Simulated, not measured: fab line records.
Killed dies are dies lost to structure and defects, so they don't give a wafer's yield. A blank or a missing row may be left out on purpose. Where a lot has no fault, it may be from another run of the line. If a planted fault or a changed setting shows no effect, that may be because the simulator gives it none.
The tool behind it: which one? + flow sky130 + 12 lots with 35 wafers sampled at 5 steps, on a route of 708 steps

WHAT THE GAUGES SHOWED, per wafer
SKY_METAL1_OVL_MEAS_16.
| lot  | measured     | on         | METAL1_OVL (nm) |
|------|--------------|------------|-----------------|
| L438 | day 34 14:59 | overlay-02 | 1 6 16          |
| L436 | day 34 15:56 | overlay-02 | 1 -15 -14       |
| L439 | day 34 16:17 | overlay-02 | 2 9 -3          |
| L442 | day 35 03:41 | overlay-02 | 3 8 -4          |
| L445 | day 36 13:45 | overlay-01 | -2 7 -3         |
| L449 | day 37 10:44 | overlay-01 | -9 2            |
| L450 | day 37 22:35 | overlay-01 | -4 3 -3         |
| L453 | day 38 23:42 | overlay-01 | -7 -5 -3        |
| L455 | day 39 07:03 | overlay-02 | 0 1 0           |
| L454 | day 39 08:08 | overlay-01 | 1 2 3           |
| L456 | day 39 13:44 | overlay-02 | 1 -1 6          |
| L457 | day 39 18:18 | overlay-01 | -14 -5 3        |

SKY_VIA1_RS_MEAS_22: a four-point-probe measurement.
| lot  | measured     | on            | VIA1_W_RS (ohm/sq) |
|------|--------------|---------------|--------------------|
| L438 | day 35 19:37 | film-metro-02 | 0.424 0.420 0.431  |
| L436 | day 35 20:19 | film-metro-03 | 0.427 0.429 0.431  |
| L439 | day 35 20:23 | film-metro-04 | 0.428 0.425 0.430  |
| L442 | day 36 07:59 | film-metro-03 | 0.427 0.428 0.433  |
| L445 | day 37 18:40 | film-metro-02 | 0.431 0.435 0.432  |
| L449 | day 38 15:26 | film-metro-02 | 0.430 0.428        |
| L450 | day 39 01:51 | film-metro-04 | 0.428 0.425 0.427  |
| L453 | day 40 03:01 | film-metro-04 | 0.431 0.418 0.423  |
| L455 | day 40 09:43 | film-metro-02 | 0.423 0.432 0.433  |
| L454 | day 40 10:47 | film-metro-03 | 0.424 0.425 0.424  |
| L456 | day 40 15:31 | film-metro-02 | 0.425 0.430 0.428  |
| L457 | day 40 20:44 | film-metro-04 | 0.428 0.426 0.425  |

SKY_METAL2_CD_MEAS_15: the cd target is 140 nm.
| lot  | measured     | on        | cd-nm (nm)        |
|------|--------------|-----------|-------------------|
| L438 | day 36 22:26 | cd-sem-01 | 139.8 142.5 140.5 |
| L436 | day 36 22:47 | cd-sem-02 | 141.0 143.0 141.8 |
| L439 | day 36 23:08 | cd-sem-01 | 139.8 139.7 141.2 |
| L442 | day 37 11:34 | cd-sem-01 | 139.4 138.9 138.7 |
| L445 | day 38 21:04 | cd-sem-01 | 100.6 139.0 139.5 |
| L449 | day 39 15:49 | cd-sem-01 | 103.2 104.8       |
| L450 | day 40 02:26 | cd-sem-02 | 141.8 142.8 141.9 |
| L453 | day 41 03:20 | cd-sem-01 | 142.9 141.4 141.3 |
| L455 | day 41 10:31 | cd-sem-02 | 139.7 140.2 138.8 |
| L454 | day 41 11:29 | cd-sem-01 | 138.9 140.9 141.0 |
| L456 | day 41 15:26 | cd-sem-02 | 138.3 139.1 138.6 |
| L457 | day 41 20:38 | cd-sem-02 | 139.9 140.2 139.9 |

WHAT TOOL EACH LOT RAN ON (gives the tool, then ch and the chambers of the sampled wafers, and finally the start)
| lot  | SKY_CONTACT_ETCH_16                | SKY_METAL2_EXPOSE_12              |
|------|------------------------------------|-----------------------------------|
| L438 | rie-diel-01 ch 0,2,3, day 33 10:46 | krf-scanner-02 ch 0, day 36 09:01 |
| L436 | rie-diel-03 ch 1,2,3, day 33 11:29 | krf-scanner-01 ch 0, day 36 09:51 |
| L439 | rie-diel-02 ch 1,2,3, day 33 11:41 | krf-scanner-02 ch 0, day 36 10:06 |
| L442 | rie-diel-03 ch 2,3, day 33 23:35   | krf-scanner-01 ch 0, day 36 22:38 |
| L445 | rie-diel-01 ch 1,2, day 35 10:01   | krf-scanner-01 ch 0, day 38 07:53 |
| L449 | rie-diel-03 ch 0,3, day 36 06:23   | krf-scanner-01 ch 0, day 39 04:04 |
| L450 | rie-diel-02 ch 1,3, day 36 17:59   | krf-scanner-02 ch 0, day 39 14:44 |
| L453 | rie-diel-03 ch 0,1,3, day 37 21:37 | krf-scanner-02 ch 0, day 40 15:37 |
| L455 | rie-diel-01 ch 1,2, day 38 04:28   | krf-scanner-02 ch 0, day 40 23:31 |
| L454 | rie-diel-02 ch 0,3, day 38 06:29   | krf-scanner-02 ch 0, day 41 00:36 |
| L456 | rie-diel-03 ch 0,2,3, day 38 11:19 | krf-scanner-02 ch 0, day 41 04:08 |
| L457 | rie-diel-01 ch 0,1, day 38 16:02   | krf-scanner-02 ch 0, day 41 09:29 |
- SKY_CONTACT_ETCH_16: etches BARC in N2/H2, stops on SiO2, time 45.9 s, target depth 60 nm.
- SKY_METAL2_EXPOSE_12: exposes mask MM2, target cd 140 nm.

WHAT THE TOOLS THEMSELVES READ (means of the sampled wafers that have a number; where no wafer has one, the mark that the record gives instead)
SKY_CONTACT_ETCH_16.
| lot  | tool        | drypump-motor-current-A (A) | oes-product-au (a.u.) | throttle-valve-pct (%) |
|------|-------------|-----------------------------|-----------------------|------------------------|
| L438 | rie-diel-01 | 6.0                         | 0.852                 | 13.234                 |
| L436 | rie-diel-03 | 5.6                         | 0.855                 | 13.233                 |
| L439 | rie-diel-02 | 5.4                         | 0.856                 | 13.226                 |
| L442 | rie-diel-03 | 5.8                         | 0.858                 | 13.230                 |
| L445 | rie-diel-01 | 5.5                         | 0.859                 | 13.226                 |
| L449 | rie-diel-03 | 5.9                         | 0.858                 | 13.213                 |
| L450 | rie-diel-02 | 5.1                         | 0.853                 | 13.229                 |
| L453 | rie-diel-03 | 5.8                         | 0.851                 | 13.212                 |
| L455 | rie-diel-01 | 5.5                         | 0.854                 | 13.225                 |
| L454 | rie-diel-02 | 5.7                         | 0.852                 | 13.221                 |
| L456 | rie-diel-03 | 5.7                         | 0.856                 | 13.227                 |
| L457 | rie-diel-01 | 5.7                         | 0.857                 | 13.221                 |

THE ANSWER, worked out from the rows above alone
Rule: the lots themselves supply what counts as usual. Put in order of their means at a reading, lots are off if they are a third of the lots or fewer, leave a main group of 4 or more, and stand apart from it by a gap of 3 or more times the standard deviation of the main group's means; of several such gaps the widest counts. A main group is skipped when, at the precision printed for the reading in the tables above, its means are all equal. Also off: a lot with no number at a reading for which 4 or more lots have one. Any other lot the step has rows for is counted as sound. First the gauges in route order, then the tools' own readings, where a lot's mean is used as printed above. The first step at which some lot is off is used, and at that step the reading that is off furthest; a lot without a number counts as furthest.
Off, at SKY_METAL2_CD_MEAS_15 on cd-nm: L445, L449. Main group: mean 140.5 nm, sd 1.2.
If a tool, at a process step before that reading, ran all the lots that are off and no sound lot after the first of them, it fits. The gauges at SKY_METAL2_CD_MEAS_15 are tried like those tools. One fits: krf-scanner-01 at SKY_METAL2_EXPOSE_12. Its last sound lot is L442 (day 36 22:38), its first lot that is off L445 (day 38 07:53): a fault that began between those two fits.

WHAT WAS PUT IN BY THE SIMULATOR
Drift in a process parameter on krf-scanner-01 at SKY_METAL2_EXPOSE_12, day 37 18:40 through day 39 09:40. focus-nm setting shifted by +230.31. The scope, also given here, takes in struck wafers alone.
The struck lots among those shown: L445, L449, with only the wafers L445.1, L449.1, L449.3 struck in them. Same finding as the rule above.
